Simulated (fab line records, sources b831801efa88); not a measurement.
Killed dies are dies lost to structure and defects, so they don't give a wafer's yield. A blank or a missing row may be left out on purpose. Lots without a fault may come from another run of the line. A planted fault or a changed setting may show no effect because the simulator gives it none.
fab line records | flow gf180mcu
record lots=5 wafers=15 last_day=31
route steps=602 shown VT_IMPLANT@112 MVSD@136 NWELL@137 LVPWELL@138 MVPSD@139 DUAL_GATE@141
lots that met no fault: from a run of the same line without faults
start_h: hours from the record's first day to the start of the lot's first wafer shown | wait_h: hours since the lot's step before | " the same as in the row above | L1.1+2: a row that stands for several wafers | - no value, or no start given | * or withheld: withheld | < > ~ a bound
route shown NAME@n: a module of which the file shows steps, and the number in the route of the first | usual: mean/standard deviation of fault-free wafers | same: alike in all rows | chamber/n: place in a boat | sites: the reading at each site | _std_site: their standard deviation | _edge_site: outer sites' mean less inner sites' | radius_mm: how far each site lies from the wafer's centre | mask NAME#n: copy n | behind: the tool/chamber that last shaped the wafer | hold: why the lot was held/for how many hours/how that ended | device: the transistor (n, p or np) that didn't switch | end of line: the same wafers' tests at the end of the route | a step without rows: its recipe alone | killed: dies lost to structure and defects at the first sort, not the wafer's yield | map: a wafer's dies, x killed, . not, _ none there
set.NAME: the setting as run; set.NAME@STEP: as run at that earlier step | model.NAME: the simulator's own value behind a step, which no gauge read
lots at some steps of the route; a table a step, a row a wafer
services: from which hour (start_h, from the record's first day; less than 0 if before it) a tool's chamber was out of use, for how many hours, and why
## steps
# step GF_VT_IMPLANT_DEHYDRATE_22
# recipe temp_c=200 time_s=60
# columns lot.wafer tool chamber start_h wait_h
L076.1+3+6 litho_track-02 0 147.59 7.0
L081.1+5+6 litho_track-02 0 176.34 7.2
L082.3+4+5 litho_track-02 0 184.34 7.8
L083.1+3+4 litho_track-03 0 191.78 7.2
L085.3+4+5 litho_track-01 0 202.92 7.6
# step GF_VT_IMPLANT_HMDS_23
# recipe prime_time_s=60 prime_temp_c=120
# columns lot.wafer tool chamber start_h wait_h
L076.1+3+6 litho_track-02 0 147.74 0.1
L081.1+5+6 litho_track-02 0 176.49 0.1
L082.3+4+5 litho_track-02 0 184.49 0.1
L083.1+3+4 litho_track-03 0 191.93 0.1
L085.3+4+5 litho_track-01 0 203.07 0.1
# step GF_VT_IMPLANT_COAT_24
# recipe resist=NOVOLAK spin_rpm=3000 resist_thk_nm=1000
# columns lot.wafer tool chamber start_h wait_h
L076.1+3+6 litho_track-02 0 147.89 0.1
L081.1+5+6 litho_track-02 0 176.64 0.1
L082.3+4+5 litho_track-02 0 184.64 0.1
L083.1+3+4 litho_track-03 0 192.08 0.1
L085.3+4+5 litho_track-01 0 203.22 0.1
# step GF_VT_IMPLANT_SOFTBAKE_25
# recipe temp_c=90 time_s=60 resist=NOVOLAK
# columns lot.wafer tool chamber start_h wait_h
L076.1+3+6 litho_track-02 0 148.04 0.1
L081.1+5+6 litho_track-02 0 176.79 0.1
L082.3+4+5 litho_track-02 0 184.79 0.1
L083.1+3+4 litho_track-03 0 192.23 0.1
L085.3+4+5 litho_track-01 0 203.37 0.1
# step GF_VT_IMPLANT_EXPOSE_26
# recipe mask_id=LVPWELL_HV_AREA target_cd_nm=860 na=0.6 source_shape=conventional sigma_outer=0.6 dose_mj=140
# columns lot.wafer tool chamber start_h wait_h mask
L076.1+3+6 iline_stepper-01 0 - - LVPWELL_HV_AREA#0
L081.1+5+6 iline_stepper-01 0 - - LVPWELL_HV_AREA#0
L082.3+4+5 iline_stepper-01 0 - - LVPWELL_HV_AREA#0
L083.1+3+4 iline_stepper-02 0 - - LVPWELL_HV_AREA#0
L085.3+4+5 iline_stepper-02 0 - - LVPWELL_HV_AREA#0
# step GF_VT_IMPLANT_PEB_27
# recipe temp_c=withheld time_s=* resist=NOVOLAK
# columns lot.wafer tool chamber start_h wait_h
L076.1+3+6 litho_track-03 0 - -
L081.1+5+6 litho_track-03 0 - -
L082.3+4+5 litho_track-02 0 - -
L083.1+3+4 litho_track-03 0 - -
L085.3+4+5 litho_track-01 0 - -
# step GF_VT_IMPLANT_DEVELOP_28
# recipe develop_time_s=60 dev_temp_c=23
# usual developer_temp_C=23.00/0.11
# columns lot.wafer tool chamber start_h wait_h developer_temp_C
L076.1 litho_track-03 0 155.48 0.1 23.15
L076.3 " 0 " " 23.16
L076.6 " 0 " " 23.15
L081.1 litho_track-03 0 184.98 0.1 22.75
L081.5 " 0 " " 22.98
L081.6 " 0 " " 23.08
L082.3 litho_track-02 0 192.19 0.1 23.08
L082.4 " 0 " " 23.03
L082.5 " 0 " " 22.88
L083.1 litho_track-03 0 200.28 0.1 23.09
L083.3 " 0 " " 22.98
L083.4 " 0 " " 23.17
L085.3 litho_track-01 0 211.77 0.1 23.03
L085.4 " 0 " " 22.99
L085.5 " 0 " " 23.07
# step GF_VT_IMPLANT_OVL_MEAS_29
# usual VT_IMPLANT_02_OVL=-0.1/1.1
# columns lot.wafer tool chamber start_h wait_h VT_IMPLANT_02_OVL[nm]
L076.1 overlay-02 - 155.63 0.1 -0.1
L076.3 " - " " 1.2
L076.6 " - " " 1.9
L081.1 overlay-02 - 185.13 0.1 -2.3
L081.5 " - " " -0.7
L081.6 " - " " -3.0
L082.3 overlay-02 - 192.30 0.1 -0.6
L082.4 " - " " 0.5
L082.5 " - " " 0.3
L083.1 overlay-02 - 200.43 0.1 -0.5
L083.3 " - " " -0.1
L083.4 " - " " -0.3
L085.3 overlay-02 - 211.89 0.1 1.1
L085.4 " - " " 2.2
L085.5 " - " " -0.5
# step GF_VT_IMPLANT_IMPLANT_30
# recipe species=B energy_kev=25 dose_cm2=2.534e+12 tilt_deg=7
# usual faraday_current_uA=14.30/0.29
# columns lot.wafer tool chamber start_h wait_h faraday_current_uA
L076.1 implanter-01 0 155.67 0.0 14.38
L076.3 " 0 " " 14.08
L076.6 " 0 " " 14.66
L081.1 implanter-01 0 185.17 0.0 14.06
L081.5 " 0 " " 14.44
L081.6 " 0 " " 14.45
L082.3 implanter-01 0 192.71 0.4 13.63
L082.4 " 0 " " 14.54
L082.5 " 0 " " 14.54
L083.1 implanter-01 0 200.47 0.0 14.05
L083.3 " 0 " " 14.31
L083.4 " 0 " " 14.56
L085.3 implanter-01 0 211.96 0.1 14.08
L085.4 " 0 " " 14.22
L085.5 " 0 " " 14.74
# step GF_VT_IMPLANT_STRIP_31
# recipe chemistry=O2/N2 power_w=1400 pressure_mtorr=1500 platen_temp_c=250 o2_flow_sccm=3000 n2_flow_sccm=300 overash_fraction=0.5
# usual drypump_motor_current_A=5.7/0.38 heater_power_w=318/32 oes_product_au=0.716/0.0049 strip_time_to_endpoint_s=12.63/0.047
# columns lot.wafer tool chamber start_h wait_h drypump_motor_current_A heater_power_w oes_product_au rf_hours_counter_h strip_time_to_endpoint_s
L076.1 plasma_asher-04 0 155.82 0.1 5.8 389 0.715 48 12.64
L076.3 " 1 " " 5.7 316 0.712 - 12.60
L076.6 " 1 " " 5.7 312 0.715 - 12.60
L081.1 plasma_asher-02 0 185.32 0.1 5.1 292 0.710 7 12.71
L081.5 " 1 " " 5.3 294 0.707 - 12.66
L081.6 " 0 " " 5.1 286 0.720 - 12.68
L082.3 plasma_asher-01 0 192.84 0.1 6.1 292 0.725 - 12.63
L082.4 " 1 " " 6.1 327 0.714 - 12.65
L082.5 " 0 " " 6.1 296 0.717 - 12.65
L083.1 plasma_asher-01 0 200.62 0.1 6.1 291 0.714 43 12.67
L083.3 " 1 " " 6.1 327 0.718 - 12.63
L083.4 " 0 " " 6.1 296 0.722 - 12.67
L085.3 plasma_asher-04 0 212.09 0.1 5.8 387 0.714 - 12.59
L085.4 " 1 " " 5.7 307 0.708 - 12.57
L085.5 " 1 " " 5.7 312 0.715 - 12.57
# step GF_VT_IMPLANT_TW_MEAS_32
# usual VT_IMPLANT_3_TW=268.3/2
# columns lot.wafer tool chamber start_h wait_h VT_IMPLANT_3_TW
L076.1 film_metro-04 - 155.92 0.1 267.8
L076.3 " - " " 267.5
L076.6 " - " " 268.3
L081.1 film_metro-04 - 185.42 0.1 268.4
L081.5 " - " " 268.6
L081.6 " - " " 268.4
L082.3 film_metro-02 - 192.93 0.1 269.2
L082.4 " - " " 269.2
L082.5 " - " " 268.5
L083.1 film_metro-02 - 200.72 0.1 267.1
L083.3 " - " " 268.1
L083.4 " - " " 268.7
L085.3 film_metro-01 - 212.18 0.1 268.5
L085.4 " - " " 267.2
L085.5 " - " " 269.2
# step GF_VT_IMPLANT_DEHYDRATE_33
# recipe temp_c=200 time_s=60
# columns lot.wafer tool chamber start_h wait_h
L076.1+3+6 litho_track-01 0 163.08 7.1
L081.1+5+6 litho_track-02 0 192.89 7.5
L082.3+4+5 litho_track-02 0 200.94 8.0
L083.1+3+4 litho_track-02 0 208.59 7.9
L085.3+4+5 litho_track-03 0 220.53 8.3
# step GF_VT_IMPLANT_HMDS_34
# recipe prime_time_s=60 prime_temp_c=120
# columns lot.wafer tool chamber start_h wait_h
L076.1+3+6 litho_track-01 0 163.23 0.1
L081.1+5+6 litho_track-02 0 193.04 0.1
L082.3+4+5 litho_track-02 0 201.09 0.1
L083.1+3+4 litho_track-02 0 208.74 0.1
L085.3+4+5 litho_track-03 0 220.68 0.1
# step GF_VT_IMPLANT_COAT_35
# recipe resist=NOVOLAK spin_rpm=3000 resist_thk_nm=1000
# columns lot.wafer tool chamber start_h wait_h
L076.1+3+6 litho_track-01 0 163.38 0.1
L081.1+5+6 litho_track-02 0 193.19 0.1
L082.3+4+5 litho_track-02 0 201.24 0.1
L083.1+3+4 litho_track-02 0 208.89 0.1
L085.3+4+5 litho_track-03 0 220.83 0.1
# step GF_VT_IMPLANT_SOFTBAKE_36
# recipe temp_c=90 time_s=60 resist=NOVOLAK
# columns lot.wafer tool chamber start_h wait_h
L076.1+3+6 litho_track-01 0 163.53 0.1
L081.1+5+6 litho_track-02 0 193.34 0.1
L082.3+4+5 litho_track-02 0 201.39 0.1
L083.1+3+4 litho_track-02 0 209.04 0.1
L085.3+4+5 litho_track-03 0 220.98 0.1
# step GF_VT_IMPLANT_EXPOSE_37
# recipe mask_id=Nwell_HV_AREA target_cd_nm=860 na=0.6 source_shape=conventional sigma_outer=0.6 dose_mj=140
# columns lot.wafer tool chamber start_h wait_h mask
L076.1+3+6 iline_stepper-01 0 - - Nwell_HV_AREA#0
L081.1+5+6 iline_stepper-02 0 - - Nwell_HV_AREA#0
L082.3+4+5 iline_stepper-01 0 - - Nwell_HV_AREA#0
L083.1+3+4 iline_stepper-01 0 - - Nwell_HV_AREA#0
L085.3+4+5 iline_stepper-01 0 - - Nwell_HV_AREA#0
# step GF_VT_IMPLANT_PEB_38
# recipe temp_c=withheld time_s=* resist=NOVOLAK
# columns lot.wafer tool chamber start_h wait_h
L076.1+3+6 litho_track-03 0 - -
L081.1+5+6 litho_track-03 0 - -
L082.3+4+5 litho_track-01 0 - -
L083.1+3+4 litho_track-01 0 - -
L085.3+4+5 litho_track-03 0 - -
# step GF_VT_IMPLANT_DEVELOP_39
# recipe develop_time_s=60 dev_temp_c=23
# usual developer_temp_C=23.01/0.094
# columns lot.wafer tool chamber start_h wait_h developer_temp_C
L076.1 litho_track-03 0 171.68 0.1 22.99
L076.3 " 0 " " 23.05
L076.6 " 0 " " 23.10
L081.1 litho_track-03 0 201.78 0.1 23.05
L081.5 " 0 " " 23.04
L081.6 " 0 " " 23.00
L082.3 litho_track-01 0 209.92 0.1 23.12
L082.4 " 0 " " 23.07
L082.5 " 0 " " 23.05
L083.1 litho_track-01 0 217.72 0.1 22.85
L083.3 " 0 " " 23.12
L083.4 " 0 " " 22.84
L085.3 litho_track-03 0 230.13 0.1 22.85
L085.4 " 0 " " 23.11
L085.5 " 0 " " 23.03
# step GF_VT_IMPLANT_OVL_MEAS_40
# usual VT_IMPLANT_03_OVL=1.6/1.6
# columns lot.wafer tool chamber start_h wait_h VT_IMPLANT_03_OVL[nm]
L076.1 overlay-01 - 171.83 0.1 -0.8
L076.3 " - " " 1.0
L076.6 " - " " 0.3
L081.1 overlay-02 - 201.93 0.1 3.2
L081.5 " - " " 3.5
L081.6 " - " " 3.8
L082.3 overlay-02 - 210.04 0.1 0.0
L082.4 " - " " 0.6
L082.5 " - " " 0.6
L083.1 overlay-02 - 217.87 0.1 3.1
L083.3 " - " " 1.7
L083.4 " - " " 2.8
L085.3 overlay-02 - 230.24 0.1 1.2
L085.4 " - " " 3.4
L085.5 " - " " 1.3
# step GF_VT_IMPLANT_IMPLANT_41
# recipe species=As energy_kev=70 dose_cm2=1.013e+12 tilt_deg=7
# usual faraday_current_uA=5.70/0.11
# columns lot.wafer tool chamber start_h wait_h faraday_current_uA
L076.1 implanter-01 0 171.87 0.0 5.78
L076.3 " 0 " " 5.79
L076.6 " 0 " " 5.86
L081.1 implanter-01 0 201.97 0.0 5.67
L081.5 " 0 " " 5.64
L081.6 " 0 " " 5.79
L082.3 implanter-04 0 210.11 0.1 5.62
L082.4 " 0 " " 5.71
L082.5 " 0 " " 5.69
L083.1 implanter-01 0 217.91 0.0 5.72
L083.3 " 0 " " 5.75
L083.4 " 0 " " 5.91
L085.3 implanter-01 0 230.32 0.1 5.70
L085.4 " 0 " " 5.77
L085.5 " 0 " " 5.78
# step GF_VT_IMPLANT_STRIP_42
# recipe chemistry=O2/N2 power_w=1400 pressure_mtorr=1500 platen_temp_c=250 o2_flow_sccm=3000 n2_flow_sccm=300 overash_fraction=0.5
# usual drypump_motor_current_A=5.7/0.38 heater_power_w=318/32 oes_product_au=0.716/0.0048 strip_time_to_endpoint_s=12.64/0.036
# columns lot.wafer tool chamber start_h wait_h drypump_motor_current_A heater_power_w oes_product_au rf_hours_counter_h strip_time_to_endpoint_s
L076.1 plasma_asher-02 0 172.02 0.1 5.1 291 0.716 6 12.60
L076.3 " 0 " " 5.1 285 0.719 - 12.61
L076.6 " 1 " " 5.3 297 0.721 - 12.60
L081.1 plasma_asher-04 1 202.12 0.1 5.7 324 0.710 52 12.70
L081.5 " 1 " " 5.7 304 0.717 - 12.71
L081.6 " 0 " " 5.8 383 0.721 - 12.69
L082.3 plasma_asher-04 0 210.24 0.1 5.8 376 0.720 - 12.70
L082.4 " 1 " " 5.7 315 0.725 - 12.70
L082.5 " 1 " " 5.7 302 0.718 - 12.69
L083.1 plasma_asher-02 0 218.06 0.1 5.1 288 0.707 10 12.68
L083.3 " 0 " " 5.0 288 0.721 - 12.64
L083.4 " 1 " " 5.3 295 0.715 - 12.66
L085.3 plasma_asher-01 1 230.45 0.1 6.1 326 0.723 - 12.62
L085.4 " 0 " " 6.1 300 0.709 - 12.64
L085.5 " 0 " " 6.1 291 0.713 - 12.60
# step GF_VT_IMPLANT_TW_MEAS_43
# usual VT_IMPLANT_4_TW=690/5.9
# columns lot.wafer tool chamber start_h wait_h VT_IMPLANT_4_TW
L076.1 film_metro-02 - 172.12 0.1 693
L076.3 " - " " 692
L076.6 " - " " 694
L081.1 film_metro-02 - 202.22 0.1 695
L081.5 " - " " 691
L081.6 " - " " 694
L082.3 film_metro-01 - 210.33 0.1 691
L082.4 " - " " 692
L082.5 " - " " 688
L083.1 film_metro-04 - 218.16 0.1 683
L083.3 " - " " 686
L083.4 " - " " 683
L085.3 film_metro-02 - 230.54 0.1 694
L085.4 " - " " 698
L085.5 " - " " 697
# step GF_VT_IMPLANT_CLEAN_44
# recipe chemistry=SC1/SC2 mix=1:4:20 temp_c=70 time_s=150 dry=n2_spin
# columns lot.wafer tool chamber start_h wait_h
L076.1+3+6 wet_bench-02 1 172.18 0.1
L081.1+5+6 wet_bench-03 2 202.28 0.1
L082.3+4+5 wet_bench-02 3 210.37 0.0
L083.1+3+4 wet_bench-03 3 218.22 0.1
L085.3+4+5 wet_bench-01 2 230.58 0.0
# step GF_VT_IMPLANT_RTA_45
# recipe temp_c=1050 time_s=30 ambient=N2
# usual chamber_o2_ppm=2.001/0.022 lamp_power_pct=39/5 wafer_temp_C_max=1053.8/0.79
# columns lot.wafer tool chamber start_h wait_h chamber_o2_ppm lamp_power_pct wafer_temp_C_max
L076.1 rtp_anneal-01 0 172.23 0.0 1.994 44 1054.7
L076.3 " 0 " " 1.975 44 1054.5
L076.6 " 0 " " 2.006 44 1053.8
L081.1 rtp_anneal-01 0 202.33 0.0 1.995 44 1053.7
L081.5 " 0 " " 2.013 44 1055.2
L081.6 " 0 " " 2.029 44 1055.0
L082.3 rtp_anneal-01 0 210.45 0.0 2.014 44 1053.0
L082.4 " 0 " " 2.032 44 1052.8
L082.5 " 0 " " 2.008 44 1053.5
L083.1 rtp_anneal-01 0 218.27 0.0 2.005 44 1053.5
L083.3 " 0 " " 2.014 44 1054.1
L083.4 " 0 " " 1.982 44 1054.5
L085.3 rtp_anneal-02 0 230.66 0.0 1.979 34 1052.9
L085.4 " 0 " " 1.977 34 1053.0
L085.5 " 0 " " 2.005 34 1053.5
# step GF_VT_IMPLANT_RS_MEAS_46
# recipe thk_meas_gauge=four-point-probe
# usual MVSD_RS=456.7/0.95
# columns lot.wafer tool chamber start_h wait_h MVSD_RS[ohm/sq]
L076.1 film_metro-03 - 172.33 0.1 455.7
L076.3 " - " " 456.7
L076.6 " - " " 456.1
L081.1 film_metro-03 - 202.43 0.1 456.5
L081.5 " - " " 455.7
L081.6 " - " " 458.6
L082.3 film_metro-01 - 210.56 0.1 456.8
L082.4 " - " " 455.1
L082.5 " - " " 455.8
L083.1 film_metro-01 - 218.37 0.1 456.5
L083.3 " - " " 457.0
L083.4 " - " " 458.0
L085.3 film_metro-04 - 230.77 0.1 456.3
L085.4 " - " " 455.9
L085.5 " - " " 456.2
# step GF_VT_IMPLANT_RS_MEAS_47
# recipe thk_meas_gauge=four-point-probe
# usual NWELL_RS=487.8/1.5
# columns lot.wafer tool chamber start_h wait_h NWELL_RS[ohm/sq]
L076.1 film_metro-03 - 172.45 0.1 485.7
L076.3 " - " " 486.3
L076.6 " - " " 485.4
L081.1 film_metro-03 - 202.55 0.1 486.3
L081.5 " - " " 486.8
L081.6 " - " " 487.2
L082.3 film_metro-01 - 210.68 0.1 488.6
L082.4 " - " " 489.0
L082.5 " - " " 488.4
L083.1 film_metro-01 - 218.49 0.1 489.3
L083.3 " - " " 488.3
L083.4 " - " " 489.5
L085.3 film_metro-04 - 230.89 0.1 488.7
L085.4 " - " " 487.6
L085.5 " - " " 488.1
# step GF_VT_IMPLANT_RS_MEAS_48
# recipe thk_meas_gauge=four-point-probe
# usual LVPWELL_RS=1197.6/3
# columns lot.wafer tool chamber start_h wait_h LVPWELL_RS[ohm/sq]
L076.1 film_metro-03 - 172.57 0.1 1197.4
L076.3 " - " " 1194.8
L076.6 " - " " 1192.1
L081.1 film_metro-03 - 202.67 0.1 1197.6
L081.5 " - " " 1196.1
L081.6 " - " " 1198.4
L082.3 film_metro-01 - 210.80 0.1 1199.2
L082.4 " - " " 1203.8
L082.5 " - " " 1203.7
L083.1 film_metro-01 - 218.61 0.1 1198.9
L083.3 " - " " 1197.7
L083.4 " - " " 1197.6
L085.3 film_metro-04 - 231.01 0.1 1197.9
L085.4 " - " " 1196.6
L085.5 " - " " 1200.7
# step GF_VT_IMPLANT_RS_MEAS_49
# recipe thk_meas_gauge=four-point-probe
# usual MVPSD_RS=1169.0/2.9
# columns lot.wafer tool chamber start_h wait_h MVPSD_RS[ohm/sq]
L076.1 film_metro-03 - 172.69 0.1 1169.5
L076.3 " - " " 1168.0
L076.6 " - " " 1168.4
L081.1 film_metro-03 - 202.79 0.1 1166.5
L081.5 " - " " 1162.2
L081.6 " - " " 1169.6
L082.3 film_metro-01 - 210.92 0.1 1169.0
L082.4 " - " " 1172.3
L082.5 " - " " 1172.6
L083.1 film_metro-01 - 218.73 0.1 1171.7
L083.3 " - " " 1167.8
L083.4 " - " " 1169.2
L085.3 film_metro-04 - 231.13 0.1 1171.8
L085.4 " - " " 1174.3
L085.5 " - " " 1169.4
# step GF_VT_IMPLANT_WET_ETCH_50
# recipe chemistry=dHF target_depth_nm=20 target=SiO2 temp_c=25 dilution=100:1 time_s=400
# columns lot.wafer tool chamber start_h wait_h
L076.1+3+6 wet_bench-02 3 172.81 0.1
L081.1+5+6 wet_bench-01 1 202.91 0.1
L082.3+4+5 wet_bench-03 0 211.00 0.1
L083.1+3+4 wet_bench-03 3 218.85 0.1
L085.3+4+5 wet_bench-02 3 231.21 0.1
# step GF_DUAL_GATE_CLEAN_00
# recipe chemistry=SC1/SC2 mix=1:4:20 temp_c=70 time_s=150
# columns lot.wafer tool chamber start_h wait_h
L076.1+3+6 wet_bench-02 2 172.93 0.0
L081.1+5+6 wet_bench-03 1 203.03 0.0
L082.3+4+5 wet_bench-01 1 211.13 0.0
L083.1+3+4 wet_bench-03 0 218.97 0.0
L085.3+4+5 wet_bench-03 1 231.33 0.0
# step GF_DUAL_GATE_CLEAN_01
# recipe chemistry=dHF time_s=20 dilution=100:1 dry=ipa_marangoni
# columns lot.wafer tool chamber start_h wait_h
L076.1+3+6 wet_bench-01 3 172.98 0.0
L081.1+5+6 wet_bench-03 1 203.08 0.0
L082.3+4+5 wet_bench-03 3 211.18 0.0
L083.1+3+4 wet_bench-02 3 219.02 0.0
L085.3+4+5 wet_bench-02 0 231.38 0.0
# step GF_DUAL_GATE_OXIDATION_02
# recipe temp_c=900 ambient=O2 stabilise_s=600 purge_s=300 target_thk_a=108.87 ox_time_s=1602
# usual tube_center_temp_C=900/0.076
# columns lot.wafer tool chamber start_h wait_h tube_center_temp_C
L076.1 furnace-01 0 174.17 1.2 899.94
L076.3 " 0 " " 900.03
L076.6 " 0 " " 899.96
L081.1 furnace-01 0 203.09 0.0 899.96
L081.5 " 0 " " 900.05
L081.6 " 0 " " 900.16
L082.3 furnace-01 0 211.20 0.0 899.91
L082.4 " 0 " " 900.05
L082.5 " 0 " " 899.99
L083.1 furnace-01 0 219.56 0.5 899.85
L083.3 " 0 " " 900.03
L083.4 " 0 " " 899.95
L085.3 furnace-01 0 232.53 1.1 900.01
L085.4 " 0 " " 900.09
L085.5 " 0 " " 899.93
# step GF_DUAL_GATE_THK_MEAS_03
# recipe reads=SiO2_of_DUAL_GATE_OXIDATION_02
# usual DUAL_GATE_OXIDATION_00_THK=10.96/0.19
# columns lot.wafer tool chamber start_h wait_h DUAL_GATE_OXIDATION_00_THK[nm]
L076.1 film_metro-02 - 175.62 0.0 10.68
L076.3 " - " " 10.92
L076.6 " - " " 10.81
L081.1 film_metro-01 - 204.54 0.0 10.85
L081.5 " - " " 10.83
L081.6 " - " " 10.91
L082.3 film_metro-03 - 212.66 0.0 10.86
L082.4 " - " " 10.70
L082.5 " - " " 10.90
L083.1 film_metro-03 - 221.01 0.0 10.94
L083.3 " - " " 10.87
L083.4 " - " " 10.73
L085.3 film_metro-02 - 234.00 0.0 10.86
L085.4 " - " " 10.94
L085.5 " - " " 10.63
# step GF_DUAL_GATE_DEHYDRATE_04
# recipe temp_c=200 time_s=60
# columns lot.wafer tool chamber start_h wait_h
L076.1+3+6 litho_track-04 0 183.24 7.6
L081.1+5+6 litho_track-04 0 212.49 7.9
L082.3+4+5 litho_track-04 0 220.74 8.1
L083.1+3+4 litho_track-04 0 229.79 8.8
L085.3+4+5 litho_track-03 0 243.03 9.0
# step GF_DUAL_GATE_HMDS_05
# recipe prime_time_s=60 prime_temp_c=120
# columns lot.wafer tool chamber start_h wait_h
L076.1+3+6 litho_track-04 0 183.39 0.1
L081.1+5+6 litho_track-04 0 212.64 0.1
L082.3+4+5 litho_track-04 0 220.89 0.1
L083.1+3+4 litho_track-04 0 229.94 0.1
L085.3+4+5 litho_track-03 0 243.18 0.1
# step GF_DUAL_GATE_COAT_06
# recipe resist=NOVOLAK spin_rpm=3000 resist_thk_nm=1000
# columns lot.wafer tool chamber start_h wait_h
L076.1+3+6 litho_track-04 0 183.54 0.1
L081.1+5+6 litho_track-04 0 212.79 0.1
L082.3+4+5 litho_track-04 0 221.04 0.1
L083.1+3+4 litho_track-04 0 230.09 0.1
L085.3+4+5 litho_track-03 0 243.33 0.1
# step GF_DUAL_GATE_SOFTBAKE_07
# recipe temp_c=90 time_s=60 resist=NOVOLAK
# columns lot.wafer tool chamber start_h wait_h
L076.1+3+6 litho_track-04 0 183.69 0.1
L081.1+5+6 litho_track-04 0 212.94 0.1
L082.3+4+5 litho_track-04 0 221.19 0.1
L083.1+3+4 litho_track-04 0 230.24 0.1
L085.3+4+5 litho_track-03 0 243.48 0.1
# step GF_DUAL_GATE_EXPOSE_08
# recipe mask_id=Dualgate target_cd_nm=700 na=0.6 source_shape=conventional sigma_outer=0.6 dose_mj=140
# columns lot.wafer tool chamber start_h wait_h mask
L076.1+3+6 iline_stepper-02 0 - - Dualgate#0
L081.1+5+6 iline_stepper-01 0 - - Dualgate#0
L082.3+4+5 iline_stepper-02 0 - - Dualgate#0
L083.1+3+4 iline_stepper-01 0 - - Dualgate#0
L085.3+4+5 iline_stepper-01 0 - - Dualgate#0
# step GF_DUAL_GATE_PEB_09
# recipe temp_c=withheld time_s=* resist=NOVOLAK
# columns lot.wafer tool chamber start_h wait_h
L076.1+3+6 litho_track-02 0 - -
L081.1+5+6 litho_track-04 0 - -
L082.3+4+5 litho_track-03 0 - -
L083.1+3+4 litho_track-02 0 - -
L085.3+4+5 litho_track-02 0 - -
# step GF_DUAL_GATE_DEVELOP_10
# recipe develop_time_s=60 dev_temp_c=23
# usual developer_temp_C=23.01/0.098
# columns lot.wafer tool chamber start_h wait_h developer_temp_C
L076.1 litho_track-02 0 191.49 0.1 23.05
L076.3 " 0 " " 22.91
L076.6 " 0 " " 22.91
L081.1 litho_track-04 0 221.79 0.1 22.88
L081.5 " 0 " " 22.88
L081.6 " 0 " " 22.86
L082.3 litho_track-03 0 230.43 0.1 23.06
L082.4 " 0 " " 23.05
L082.5 " 0 " " 23.03
L083.1 litho_track-02 0 239.34 0.1 22.96
L083.3 " 0 " " 22.97
L083.4 " 0 " " 23.08
L085.3 litho_track-02 0 252.29 0.1 23.18
L085.4 " 0 " " 23.03
L085.5 " 0 " " 23.09
# step GF_DUAL_GATE_OVL_MEAS_11
# usual DUAL_GATE_OVL=-0.8/1.4
# columns lot.wafer tool chamber start_h wait_h DUAL_GATE_OVL[nm]
L076.1 overlay-02 - 191.64 0.1 -2.6
L076.3 " - " " -0.7
L076.6 " - " " 0.2
L081.1 overlay-02 - 221.94 0.1 1.9
L081.5 " - " " 3.8
L081.6 " - " " 3.1
L082.3 overlay-02 - 230.54 0.1 -1.6
L082.4 " - " " 1.2
L082.5 " - " " -1.5
L083.1 overlay-02 - 239.49 0.1 -0.3
L083.3 " - " " 0.6
L083.4 " - " " 1.1
L085.3 overlay-02 - 252.40 0.1 -0.7
L085.4 " - " " 0.5
L085.5 " - " " -0.1
# step GF_DUAL_GATE_WET_ETCH_12
# recipe chemistry=dHF target_depth_nm=13 dry=n2_spin target=SiO2 temp_c=25 dilution=100:1 time_s=260
# columns lot.wafer tool chamber start_h wait_h
L076.1+3+6 wet_bench-02 2 191.67 0.0
L081.1+5+6 wet_bench-03 1 221.98 0.0
L082.3+4+5 wet_bench-02 1 230.57 0.0
L083.1+3+4 wet_bench-02 0 239.52 0.0
L085.3+4+5 wet_bench-03 2 252.42 0.0
# step GF_DUAL_GATE_STRIP_13
# recipe chemistry=O2/N2 power_w=1400 pressure_mtorr=1500 platen_temp_c=250 o2_flow_sccm=3000 n2_flow_sccm=300 overash_fraction=0.5
# usual drypump_motor_current_A=5.7/0.68 heater_power_w=323/28 oes_product_au=0.716/0.0046 strip_time_to_endpoint_s=12.64/0.036
# columns lot.wafer tool chamber start_h wait_h drypump_motor_current_A heater_power_w oes_product_au rf_hours_counter_h strip_time_to_endpoint_s
L076.1 plasma_asher-03 0 191.75 0.0 6.8 335 0.728 54 12.67
L076.3 " 0 " " 6.8 327 0.713 - 12.66
L076.6 " 1 " " 5.0 321 0.722 - 12.62
L081.1 plasma_asher-02 0 222.07 0.0 5.1 289 0.706 11 12.60
L081.5 " 0 " " 5.1 288 0.713 - 12.58
L081.6 " 1 " " 5.3 290 0.714 - 12.60
L082.3 plasma_asher-03 0 230.68 0.0 6.7 333 0.717 - 12.62
L082.4 " 1 " " 5.0 314 0.715 - 12.64
L082.5 " 1 " " 4.9 318 0.723 - 12.64
L083.1 plasma_asher-02 1 239.61 0.0 5.3 302 0.711 13 12.68
L083.3 " 1 " " 5.3 304 0.718 - 12.67
L083.4 " 0 " " 5.1 292 0.719 - 12.68
L085.3 plasma_asher-04 1 252.54 0.0 5.7 316 0.715 - 12.61
L085.4 " 0 " " 5.7 383 0.713 - 12.61
L085.5 " 0 " " 5.8 385 0.720 - 12.60
# step GF_DUAL_GATE_CLEAN_14
# recipe chemistry=SC1/SC2 mix=1:4:20 temp_c=70 time_s=150 dry=n2_spin
# columns lot.wafer tool chamber start_h wait_h
L076.1+3+6 wet_bench-02 1 191.85 0.1
L081.1+5+6 wet_bench-02 2 222.17 0.1
L082.3+4+5 wet_bench-03 1 230.75 0.0
L083.1+3+4 wet_bench-03 0 239.71 0.1
L085.3+4+5 wet_bench-01 2 252.61 0.0
## services
# columns tool chamber start_h hours kind
furnace-01 - 127.81 2.7 pm
implanter-04 - 140.46 3.0 repair
furnace-01 - 150.02 2.0 repair
plasma_asher-04 - 177.65 10.2 repair
implanter-04 - 190.11 5.4 repair
iline_stepper-01 0 190.72 - calibration
iline_stepper-02 - 197.04 1.7 pm
implanter-01 - 218.10 2.6 pm
plasma_asher-03 - 234.16 14.6 pm
iline_stepper-02 - 244.27 - consumable_replace:lamp
iline_stepper-02 0 249.02 - calibration
## key
fault none
